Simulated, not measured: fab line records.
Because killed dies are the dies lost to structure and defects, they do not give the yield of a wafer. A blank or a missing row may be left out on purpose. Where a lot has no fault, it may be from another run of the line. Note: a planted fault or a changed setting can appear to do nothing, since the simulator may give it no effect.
fab line records	flow sky130
record lots=6	wafers=16	last_day=50
route steps=708 shown LDD_N@238 LDD_P@255 LDD_HVN@267 LDD_HVP@278 PAD_OPEN@708
lots that met no fault: taken from a fault-free run of the same line
start_h: hours from the record's opening day to when the first of the lot's shown wafers began	wait_h: hours elapsed since this lot's preceding step	" same as the row above	L1.1+2: several wafers, shown together as one row	- no value, or no start was given	* or withheld: withheld	< > ~ a bound
route shown NAME@n: NAME is a module with steps in the file, n the number in the route of the first one	usual: average and standard deviation across the fault-free wafers	same: alike in all rows	chamber/n: place in a boat	sites: readings site by site	_std_site: the standard deviation of these	_edge_site: inner sites' mean taken away from outer sites' mean	radius_mm: how far each site lies from the wafer's centre	mask NAME#n: copy n	behind: tool/chamber where the wafer was last shaped	hold: reason for holding the lot/hours on hold/outcome of the hold	device: which transistor (n, p or np) failed to switch	end of line: the tests these same wafers got at the end of their route	a step given without rows: its recipe and nothing more	killed: dies lost to structure and defects at the first sort, not the wafer's yield	map: dies across one wafer; x = killed, . = not, _ = none there
set.NAME: the setting the step ran with; set.NAME@STEP: the setting that earlier step ran with	model.NAME: the simulator's own value behind a step, which no gauge read
a table for each step, a row for each wafer; lots at some steps of the route
services: a tool's chamber out of use, with start hour (start_h, from the record's first day; less than 0 if before it), hours out, and reason
## steps
# step SKY_LDD_N_HMDS_01
# recipe prime_time_s=60	prime_temp_c=120
# step SKY_LDD_N_COAT_02
# recipe resist=NOVOLAK	spin_rpm=3000	resist_thk_nm=300
# step SKY_LDD_N_SOFTBAKE_03
# recipe temp_c=90	time_s=60	resist=NOVOLAK
# step SKY_LDD_N_EXPOSE_04
# recipe mask_id=NTM	target_cd_nm=840	na=0.6	source_shape=conventional	sigma_outer=0.6	dose_mj=110
# step SKY_LDD_N_PEB_05
# recipe temp_c=withheld	time_s=*	resist=NOVOLAK
# step SKY_LDD_N_DEVELOP_06
# recipe develop_time_s=60	dev_temp_c=23
# step SKY_LDD_N_OVL_MEAS_07
# usual LDD_N_OVL=-0.8/1.6
lot.wafer	tool	chamber	start_h	wait_h	LDD_N_OVL[nm]
L513.1	overlay-02	-	432.02	0.1	-2.7
L513.3	"	-	"	"	-3.4
L513.5	"	-	"	"	-2.2
L517.2	overlay-01	-	469.49	0.1	-1.8
L517.3	"	-	"	"	-3.1
L520.2	overlay-01	-	500.80	0.1	-1.1
L520.3	"	-	"	"	-2.2
L528.2	overlay-01	-	555.85	0.1	-1.5
L528.5	"	-	"	"	-1.4
L528.6	"	-	"	"	0.2
L530.1	overlay-01	-	573.97	0.1	-1.1
L530.2	"	-	"	"	-0.5
L530.5	"	-	"	"	-1.9
L533.2	overlay-02	-	593.79	0.1	0.9
L533.3	"	-	"	"	0.9
L533.6	"	-	"	"	2.1
# step SKY_LDD_N_IMPLANT_08
# recipe species=As	energy_kev=20	dose_cm2=7.5e+13	tilt_deg=withheld	rotation_deg=23
# step SKY_LDD_N_IMPLANT_09
# recipe species=As	energy_kev=20	dose_cm2=7.5e+13	tilt_deg=withheld	rotation_deg=113
# step SKY_LDD_N_IMPLANT_10
# recipe species=As	energy_kev=20	dose_cm2=7.5e+13	tilt_deg=withheld	rotation_deg=203
# step SKY_LDD_N_IMPLANT_11
# recipe species=As	energy_kev=20	dose_cm2=7.5e+13	tilt_deg=withheld	rotation_deg=293
# step SKY_LDD_N_IMPLANT_12
# recipe species=BF2	energy_kev=50	dose_cm2=5e+12	tilt_deg=30	rotation_deg=0
# step SKY_LDD_N_IMPLANT_13
# recipe species=BF2	energy_kev=50	dose_cm2=5e+12	tilt_deg=30	rotation_deg=90
# usual end_station_pressure_torr=5e-06/2.8e-07
lot.wafer	tool	chamber	start_h	wait_h	end_station_pressure_torr
L513.1	implanter-04	0	432.81	0.1	5.2e-06
L513.3	"	0	"	"	4.82e-06
L513.5	"	0	"	"	5.02e-06
L517.2	implanter-04	0	471.03	0.1	4.9e-06
L517.3	"	0	"	"	5.16e-06
L520.2	implanter-04	0	501.60	0.1	4.37e-06
L520.3	"	0	"	"	5.14e-06
L528.2	implanter-02	0	556.65	0.1	4.63e-06
L528.5	"	0	"	"	5.47e-06
L528.6	"	0	"	"	4.52e-06
L530.1	implanter-04	0	574.76	0.1	4.87e-06
L530.2	"	0	"	"	4.69e-06
L530.5	"	0	"	"	4.75e-06
L533.2	implanter-02	0	594.60	0.1	4.79e-06
L533.3	"	0	"	"	5.31e-06
L533.6	"	0	"	"	4.73e-06
# step SKY_LDD_N_IMPLANT_14
# recipe species=BF2	energy_kev=50	dose_cm2=5e+12	tilt_deg=30	rotation_deg=180
# step SKY_LDD_N_IMPLANT_15
# recipe species=BF2	energy_kev=50	dose_cm2=5e+12	tilt_deg=30	rotation_deg=270
# step SKY_LDD_N_STRIP_16
# recipe chemistry=O2/N2	power_w=1400	pressure_mtorr=1500	platen_temp_c=withheld	o2_flow_sccm=3000	n2_flow_sccm=300	overash_fraction=0.5
# usual drypump_motor_current_A=5.4/0.37	oes_product_au=0.406/0.0044	strip_time_to_endpoint_s=4.309/0.014
lot.wafer	tool	chamber	start_h	wait_h	drypump_motor_current_A	oes_product_au	rf_hours_counter_h	strip_time_to_endpoint_s
L513.1	plasma_asher-04	1	433.26	0.1	5.7	0.404	61	4.298
L513.3	"	0	"	"	6.1	0.400	-	4.300
L513.5	"	1	"	"	5.7	0.406	-	4.305
L517.2	plasma_asher-03	0	471.46	0.1	5.4	0.405	36	4.307
L517.3	"	1	"	"	4.9	0.404	-	4.309
L520.2	plasma_asher-04	1	502.03	0.1	5.7	0.408	68	4.341
L520.3	"	1	"	"	5.6	0.406	-	4.339
L528.2	plasma_asher-01	1	557.08	0.1	5.5	0.411	13	4.309
L528.5	"	0	"	"	5.2	0.401	-	4.288
L528.6	"	1	"	"	5.5	0.411	-	4.316
L530.1	plasma_asher-04	0	575.21	0.1	6.1	0.412	72	4.318
L530.2	"	1	"	"	5.7	0.407	72	4.314
L530.5	"	0	"	"	6.1	0.404	-	4.324
L533.2	plasma_asher-03	1	595.02	0.1	5.0	0.408	49	4.306
L533.3	"	0	"	"	5.4	0.412	-	4.338
L533.6	"	0	"	"	5.5	0.398	-	4.315
# step SKY_LDD_N_TW_MEAS_17
# usual LDD_N_TW=2561/18
lot.wafer	tool	chamber	start_h	wait_h	LDD_N_TW
L513.1	film_metro-01	-	433.36	0.1	2560
L513.3	"	-	"	"	2546
L513.5	"	-	"	"	2539
L517.2	film_metro-04	-	471.57	0.1	2575
L517.3	"	-	"	"	2580
L520.2	film_metro-01	-	502.14	0.1	2548
L520.3	"	-	"	"	2549
L528.2	film_metro-02	-	557.19	0.1	2560
L528.5	"	-	"	"	2559
L528.6	"	-	"	"	2577
L530.1	film_metro-02	-	575.31	0.1	2559
L530.2	"	-	"	"	2566
L530.5	"	-	"	"	2569
L533.2	film_metro-04	-	595.13	0.1	2591
L533.3	"	-	"	"	2590
L533.6	"	-	"	"	2586
# step SKY_LDD_P_DEHYDRATE_00
# recipe temp_c=200	time_s=60
# step SKY_LDD_P_HMDS_01
# recipe prime_time_s=60	prime_temp_c=120
# step SKY_LDD_P_COAT_02
# recipe resist=NOVOLAK	spin_rpm=3000	resist_thk_nm=1140
# step SKY_LDD_P_SOFTBAKE_03
# recipe temp_c=90	time_s=60	resist=NOVOLAK
# step SKY_LDD_P_EXPOSE_04
# recipe mask_id=PSDM	na=0.6	source_shape=conventional	sigma_outer=0.6	polarization=unpolarized	target_cd_nm=380	dose_mj=138
# step SKY_LDD_P_PEB_05
# recipe temp_c=withheld	time_s=*	resist=NOVOLAK
# step SKY_LDD_P_DEVELOP_06
# recipe resist=NOVOLAK	developer=TMAH	develop_time_s=60	dev_temp_c=23
# step SKY_LDD_P_CD_MEAS_07
# recipe target_cd_nm=380
# usual cd_nm=381.1/2.4
lot.wafer	tool	chamber	start_h	wait_h	cd_nm
L513.1	cd_sem-01	-	463.67	0.1	379.9
L513.3	"	-	"	"	381.5
L513.5	"	-	"	"	380.1
L517.2	cd_sem-02	-	502.56	0.1	385.6
L517.3	"	-	"	"	384.4
L520.2	cd_sem-01	-	532.82	0.1	382.6
L520.3	"	-	"	"	381.5
L528.2	cd_sem-02	-	586.47	0.1	380.4
L528.5	"	-	"	"	381.2
L528.6	"	-	"	"	381.9
L530.1	cd_sem-01	-	604.34	0.1	383.4
L530.2	"	-	"	"	384.4
L530.5	"	-	"	"	385.7
L533.2	cd_sem-02	-	623.34	0.1	380.2
L533.3	"	-	"	"	377.1
L533.6	"	-	"	"	378.3
# step SKY_LDD_P_OVL_MEAS_08
# usual LDD_P_OVL=-1.2/1.4
lot.wafer	tool	chamber	start_h	wait_h	LDD_P_OVL[nm]
L513.1	overlay-01	-	463.79	0.1	-3.2
L513.3	"	-	"	"	-1.3
L513.5	"	-	"	"	-2.8
L517.2	overlay-01	-	502.66	0.1	-0.2
L517.3	"	-	"	"	0.4
L520.2	overlay-02	-	532.92	0.1	-1.1
L520.3	"	-	"	"	-2.5
L528.2	overlay-01	-	586.57	0.1	-1.1
L528.5	"	-	"	"	-2.0
L528.6	"	-	"	"	-2.7
L530.1	overlay-02	-	604.46	0.1	-0.5
L530.2	"	-	"	"	-1.1
L530.5	"	-	"	"	0.1
L533.2	overlay-01	-	623.45	0.1	-2.1
L533.3	"	-	"	"	-1.4
L533.6	"	-	"	"	0.1
# step SKY_LDD_P_IMPLANT_09
# recipe species=BF2	energy_kev=25	dose_cm2=1e+13	tilt_deg=withheld
# step SKY_LDD_P_STRIP_10
# recipe chemistry=O2/N2	power_w=1400	pressure_mtorr=1500	platen_temp_c=withheld	o2_flow_sccm=3000	n2_flow_sccm=300	overash_fraction=0.5
# usual drypump_motor_current_A=5.6/0.34	oes_product_au=0.715/0.0045	strip_time_to_endpoint_s=14.16/0.036
lot.wafer	tool	chamber	start_h	wait_h	drypump_motor_current_A	oes_product_au	rf_hours_counter_h	strip_time_to_endpoint_s
L513.1	plasma_asher-02	1	463.98	0.1	5.2	0.708	76	14.18
L513.3	"	1	"	"	5.1	0.721	-	14.18
L513.5	"	1	"	"	5.1	0.710	-	14.15
L517.2	plasma_asher-02	1	502.84	0.1	5.1	0.724	80	14.17
L517.3	"	0	"	"	5.6	0.710	-	14.17
L520.2	plasma_asher-02	0	533.10	0.1	5.6	0.715	83	14.15
L520.3	"	0	"	"	5.6	0.719	-	14.16
L528.2	plasma_asher-01	1	586.75	0.1	5.5	0.719	17	14.22
L528.5	"	1	"	"	5.6	0.715	-	14.15
L528.6	"	0	"	"	5.2	0.722	-	14.20
L530.1	plasma_asher-04	1	604.64	0.1	5.7	0.715	75	14.15
L530.2	"	0	"	"	6.1	0.715	75	14.14
L530.5	"	0	"	"	6.2	0.719	-	14.13
L533.2	plasma_asher-04	0	623.63	0.1	6.1	0.712	77	14.20
L533.3	"	0	"	"	6.2	0.717	-	14.15
L533.6	"	0	"	"	6.1	0.711	-	14.15
# step SKY_LDD_P_TW_MEAS_11
# usual LDD_P_TW=631/4.7
lot.wafer	tool	chamber	start_h	wait_h	LDD_P_TW
L513.1	film_metro-04	-	464.08	0.1	637
L513.3	"	-	"	"	636
L513.5	"	-	"	"	634
L517.2	film_metro-02	-	502.95	0.1	627
L517.3	"	-	"	"	629
L520.2	film_metro-02	-	533.21	0.1	631
L520.3	"	-	"	"	632
L528.2	film_metro-02	-	586.86	0.1	628
L528.5	"	-	"	"	624
L528.6	"	-	"	"	627
L530.1	film_metro-02	-	604.74	0.1	627
L530.2	"	-	"	"	628
L530.5	"	-	"	"	627
L533.2	film_metro-03	-	623.74	0.1	632
L533.3	"	-	"	"	636
L533.6	"	-	"	"	628
# step SKY_LDD_HVN_DEHYDRATE_00
# recipe temp_c=200	time_s=60
# step SKY_LDD_HVN_HMDS_01
# recipe prime_time_s=60	prime_temp_c=120
# step SKY_LDD_HVN_COAT_02
# recipe resist=NOVOLAK	spin_rpm=3000	resist_thk_nm=300
# step SKY_LDD_HVN_SOFTBAKE_03
# recipe temp_c=90	time_s=60	resist=NOVOLAK
# step SKY_LDD_HVN_EXPOSE_04
# recipe mask_id=HVNTM	na=0.6	source_shape=conventional	sigma_outer=0.6	polarization=unpolarized	target_cd_nm=700	dose_mj=127
# step SKY_LDD_HVN_PEB_05
# recipe temp_c=withheld	time_s=*	resist=NOVOLAK
# step SKY_LDD_HVN_DEVELOP_06
# recipe resist=NOVOLAK	developer=TMAH	develop_time_s=60	dev_temp_c=23
# step SKY_LDD_HVN_OVL_MEAS_07
# usual LDD_HVN_OVL=-0.4/1.5
lot.wafer	tool	chamber	start_h	wait_h	LDD_HVN_OVL[nm]
L513.1	overlay-01	-	494.85	0.1	-2.1
L513.3	"	-	"	"	-1.2
L513.5	"	-	"	"	0.8
L517.2	overlay-01	-	533.54	0.1	-0.5
L517.3	"	-	"	"	-2.6
L520.2	overlay-02	-	562.35	0.1	0.1
L520.3	"	-	"	"	2.4
L528.2	overlay-01	-	616.24	0.1	1.4
L528.5	"	-	"	"	1.4
L528.6	"	-	"	"	-0.8
L530.1	overlay-02	-	633.75	0.1	0.4
L530.2	"	-	"	"	-0.9
L530.5	"	-	"	"	1.9
L533.2	overlay-01	-	652.04	0.1	1.1
L533.3	"	-	"	"	0.9
L533.6	"	-	"	"	0.1
# step SKY_LDD_HVN_IMPLANT_08
# recipe species=P	energy_kev=60	dose_cm2=3e+13	tilt_deg=40
# step SKY_LDD_HVN_STRIP_09
# recipe chemistry=O2/N2	power_w=1400	pressure_mtorr=1500	platen_temp_c=withheld	o2_flow_sccm=3000	n2_flow_sccm=300	overash_fraction=0.5
# usual drypump_motor_current_A=5.33/0.24	oes_product_au=0.407/0.0047	strip_time_to_endpoint_s=4.128/0.016
lot.wafer	tool	chamber	start_h	wait_h	drypump_motor_current_A	oes_product_au	rf_hours_counter_h	strip_time_to_endpoint_s
L513.1	plasma_asher-02	0	495.03	0.1	5.63	0.408	79	4.128
L513.3	"	1	"	"	5.15	0.411	-	4.134
L513.5	"	1	"	"	5.12	0.417	-	4.106
L517.2	plasma_asher-01	0	533.72	0.1	5.14	0.403	11	4.140
L517.3	"	1	"	"	5.56	0.408	-	4.120
L520.2	plasma_asher-01	0	562.53	0.1	5.15	0.402	14	4.115
L520.3	"	0	"	"	5.15	0.407	-	4.100
L528.2	plasma_asher-03	1	616.42	0.1	4.93	0.405	51	4.124
L528.5	"	0	"	"	5.45	0.407	-	4.129
L528.6	"	1	"	"	4.96	0.418	-	4.134
L530.1	plasma_asher-01	1	633.93	0.1	5.55	0.402	22	4.118
L530.2	"	0	"	"	5.14	0.404	22	4.134
L530.5	"	1	"	"	5.57	0.410	-	4.129
L533.2	plasma_asher-02	1	652.22	0.1	5.14	0.411	96	4.138
L533.3	"	1	"	"	5.13	0.407	-	4.155
L533.6	"	0	"	"	5.63	0.404	-	4.162
# step SKY_LDD_HVN_TW_MEAS_10
# usual LDD_HVN_TW=1429/9.2
lot.wafer	tool	chamber	start_h	wait_h	LDD_HVN_TW
L513.1	film_metro-03	-	495.13	0.1	1437
L513.3	"	-	"	"	1433
L513.5	"	-	"	"	1441
L517.2	film_metro-01	-	533.83	0.1	1417
L517.3	"	-	"	"	1407
L520.2	film_metro-04	-	562.64	0.1	1429
L520.3	"	-	"	"	1441
L528.2	film_metro-04	-	616.53	0.1	1440
L528.5	"	-	"	"	1440
L528.6	"	-	"	"	1441
L530.1	film_metro-03	-	634.03	0.1	1431
L530.2	"	-	"	"	1424
L530.5	"	-	"	"	1432
L533.2	film_metro-03	-	652.33	0.1	1426
L533.3	"	-	"	"	1431
L533.6	"	-	"	"	1436
# step SKY_LDD_HVP_DEHYDRATE_00
# recipe temp_c=200	time_s=60
# step SKY_LDD_HVP_HMDS_01
# recipe prime_time_s=60	prime_temp_c=120
# step SKY_PAD_OPEN_PROBE_99
# usual killed_at_M0_to_M3=43/6.5	killed_at_M4_up=3.5/1.9	killed_at_contacts=24/5.4	killed_at_front_end=16/4.8	killed_at_other=0.4/0.64	killed_dies=87/9.4	killed_open=47/7	killed_short=40/6.3
# same gross_dies=492	killed_at_back_side=0
lot.wafer	tool	chamber	start_h	wait_h	killed_at_M0_to_M3	killed_at_M4_up	killed_at_contacts	killed_at_front_end	killed_at_other	killed_dies	killed_open	killed_short	model.etest.nfet_01v8.drive_ua_um_range
L513.1	prober-02	-	1094.87	0.1	39	1	22	17	0	79	32	47	9.033
L513.3	prober-02	-	1094.97	0.2	62	3	18	14	0	97	56	41	11.44
L513.5	prober-02	-	1095.07	0.2	32	2	15	18	0	67	32	34	4.661
L517.2	prober-02	-	1121.46	0.1	44	6	16	21	0	87	42	45	10.52
L517.3	prober-02	-	1121.51	0.2	42	7	27	24	0	100	47	53	14.63
L520.2	prober-01	-	1143.36	0.1	44	5	27	8	1	85	44	39	17.61
L520.3	prober-01	-	1143.41	0.2	53	5	26	12	0	96	44	52	10.94
L528.2	prober-02	-	1174.64	0.1	38	6	14	23	0	81	46	35	4.917
L528.5	prober-02	-	1174.79	0.2	37	3	29	17	1	87	47	39	6.342
L528.6	prober-02	-	1174.84	0.2	43	3	13	24	1	84	37	46	8.992
L530.1	prober-02	-	1181.39	0.1	41	3	30	25	0	99	59	40	7.353
L530.2	prober-02	-	1181.44	0.1	35	3	21	11	0	70	37	33	7.128
L530.5	prober-02	-	1181.59	0.2	39	4	31	14	0	88	52	36	8.901
L533.2	prober-01	-	1194.84	0.1	43	2	19	21	0	85	46	39	12.9
L533.3	prober-01	-	1194.89	0.2	32	1	20	25	1	79	34	44	9.944
L533.6	prober-01	-	1195.04	0.2	42	7	24	21	1	95	47	48	10.84
# killed by level:class
L513.1 METAL2:geometric_particle:short=7 METAL1:geometric_particle:short=7 FIELD_ISO:geometric_particle:short=6 CONTACT:geometric_particle:open=6 VIA3:geometric_particle:short=6 POLY_GATE:geometric_particle:short=5 LI_CONTACT:geometric_particle:open=5 CONTACT:geometric_particle:short=5
L513.3 VIA1:geometric_particle:open=16 VIA3:geometric_particle:open=9 METAL2:geometric_particle:short=8 VIA2:geometric_particle:open=7 LI_CONTACT:geometric_particle:open=5 CONTACT:geometric_particle:open=5 METAL3:geometric_particle:short=5 FIELD_ISO:geometric_particle:open=4
L513.5 VIA1:geometric_particle:open=7 FIELD_ISO:geometric_particle:short=5 POLY_GATE:geometric_particle:open=5 LI_CONTACT:geometric_particle:open=5 METAL1:geometric_particle:short=5 CONTACT:geometric_particle:open=4 METAL2:geometric_particle:short=4 POLY_GATE:geometric_particle:short=3
L517.2 VIA1:geometric_particle:open=10 VIA1:geometric_particle:short=8 POLY_GATE:geometric_particle:open=7 VIA2:geometric_particle:open=6 METAL1:geometric_particle:short=5 FIELD_ISO:geometric_particle:short=4 POLY_GATE:geometric_particle:short=4 VIA2:geometric_particle:short=4
L517.3 VIA1:geometric_particle:open=12 CONTACT:geometric_particle:short=8 METAL1:geometric_particle:short=8 VIA1:geometric_particle:short=8 FIELD_ISO:geometric_particle:open=7 LI_CONTACT:geometric_particle:open=7 POLY_GATE:geometric_particle:open=6 CONTACT:geometric_particle:open=5
L520.2 LI_CONTACT:geometric_particle:open=11 CONTACT:geometric_particle:open=10 VIA1:geometric_particle:open=7 METAL2:geometric_particle:short=7 VIA1:geometric_particle:short=6 VIA2:geometric_particle:open=5 METAL1:geometric_particle:short=5 METAL4:geometric_particle:short=5
L520.3 VIA2:geometric_particle:open=9 CONTACT:geometric_particle:open=8 METAL2:geometric_particle:short=8 VIA1:geometric_particle:open=7 METAL1:geometric_particle:short=7 LI_CONTACT:geometric_particle:open=6 CONTACT:geometric_particle:short=6 VIA3:geometric_particle:open=6
L528.2 VIA3:geometric_particle:open=8 METAL1:geometric_particle:short=7 POLY_GATE:geometric_particle:open=6 POLY_GATE:geometric_particle:short=5 CONTACT:geometric_particle:open=5 VIA2:geometric_particle:open=5 FIELD_ISO:geometric_particle:open=4 FIELD_ISO:geometric_particle:short=4
L528.5 LI_CONTACT:geometric_particle:open=10 CONTACT:geometric_particle:open=10 VIA3:geometric_particle:open=8 METAL2:geometric_particle:short=6 FIELD_ISO:geometric_particle:open=5 CONTACT:geometric_particle:short=5 VIA1:geometric_particle:short=5 POLY_GATE:geometric_particle:open=4
L528.6 POLY_GATE:geometric_particle:short=9 METAL1:geometric_particle:short=9 FIELD_ISO:geometric_particle:open=6 VIA3:geometric_particle:short=6 VIA3:geometric_particle:open=5 FIELD_ISO:geometric_particle:short=4 LI_CONTACT:geometric_particle:open=4 VIA2:geometric_particle:open=4
L530.1 LI_CONTACT:geometric_particle:open=12 VIA1:geometric_particle:open=10 FIELD_ISO:geometric_particle:short=9 VIA2:geometric_particle:open=8 CONTACT:geometric_particle:short=7 VIA3:geometric_particle:open=6 METAL2:geometric_particle:short=5 FIELD_ISO:geometric_particle:open=4
L530.2 VIA1:geometric_particle:open=11 CONTACT:geometric_particle:open=7 METAL2:geometric_particle:short=5 VIA2:geometric_particle:open=5 FIELD_ISO:geometric_particle:short=4 VIA2:geometric_particle:short=4 LI_CONTACT:geometric_particle:short=3 LI_CONTACT:geometric_particle:open=3
L530.5 LI_CONTACT:geometric_particle:open=13 VIA1:geometric_particle:open=11 VIA1:geometric_particle:short=7 CONTACT:geometric_particle:open=6 METAL2:geometric_particle:short=5 METAL1:geometric_particle:short=5 VIA3:geometric_particle:open=5 FIELD_ISO:geometric_particle:short=4
L533.2 VIA1:geometric_particle:open=9 VIA3:geometric_particle:open=9 FIELD_ISO:geometric_particle:short=8 CONTACT:geometric_particle:short=6 METAL2:geometric_particle:short=6 FIELD_ISO:geometric_particle:open=5 POLY_GATE:geometric_particle:open=5 CONTACT:geometric_particle:open=5
L533.3 POLY_GATE:geometric_particle:short=8 FIELD_ISO:geometric_particle:short=7 LI_CONTACT:geometric_particle:open=6 VIA2:geometric_particle:open=6 LOCAL_INTERCONNECT:geometric_particle:short=5 FIELD_ISO:geometric_particle:open=4 CONTACT:geometric_particle:open=4 VIA1:geometric_particle:open=4
L533.6 FIELD_ISO:geometric_particle:short=8 CONTACT:geometric_particle:open=8 VIA3:geometric_particle:open=8 FIELD_ISO:geometric_particle:open=6 CONTACT:geometric_particle:short=6 METAL2:geometric_particle:short=5 VIA1:geometric_particle:open=5 METAL1:geometric_particle:short=4
## services
tool	chamber	start_h	hours	kind
plasma_asher-01	-	421.25	9.0	pm
plasma_asher-01	0	421.25	9.0	vent_cycle
plasma_asher-01	1	421.25	9.0	vent_cycle
plasma_asher-02	-	421.50	2.8	pm
plasma_asher-01	0	430.25	-	clean
plasma_asher-01	1	430.25	-	clean
implanter-02	-	431.21	12.7	repair
implanter-02	-	465.18	6.5	repair
plasma_asher-04	-	517.14	1.1	repair
plasma_asher-04	-	548.57	16.9	repair
plasma_asher-04	-	567.44	4.5	repair
implanter-04	-	576.89	5.5	pm
implanter-02	-	584.07	5.2	repair
implanter-02	-	613.68	1.1	repair
plasma_asher-04	-	640.62	2.1	repair
plasma_asher-04	-	642.76	28.1	pm
## key
first_sign none at tools or gauges
model_effect step=SKY_PAD_OPEN_PROBE_99	value=etest.nfet_01v8.drive_ua_um_range	without=8.386	struck=12.79
met_at SKY_LDD_N_IMPLANT_13
struck_wafers L517.3,L520.3
tester_left_out L517,L520
onset_between 432.81 471.03
fault kind=process_parameter_drift	tool=implanter-04	chamber=-	onset_h=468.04	steps=SKY_LDD_N_IMPLANT_13	channel=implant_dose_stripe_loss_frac	offset=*	shape=step	end_h=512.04	scope=struck_wafers_only
# tester_left_out: of these lots the tester's yield and bins aren't shown, on N5 and GAA mostly nor the transistor test; their killed dies are dies lost to structure and defects alone, not to doping, threshold or leakage, so they don't give the yield
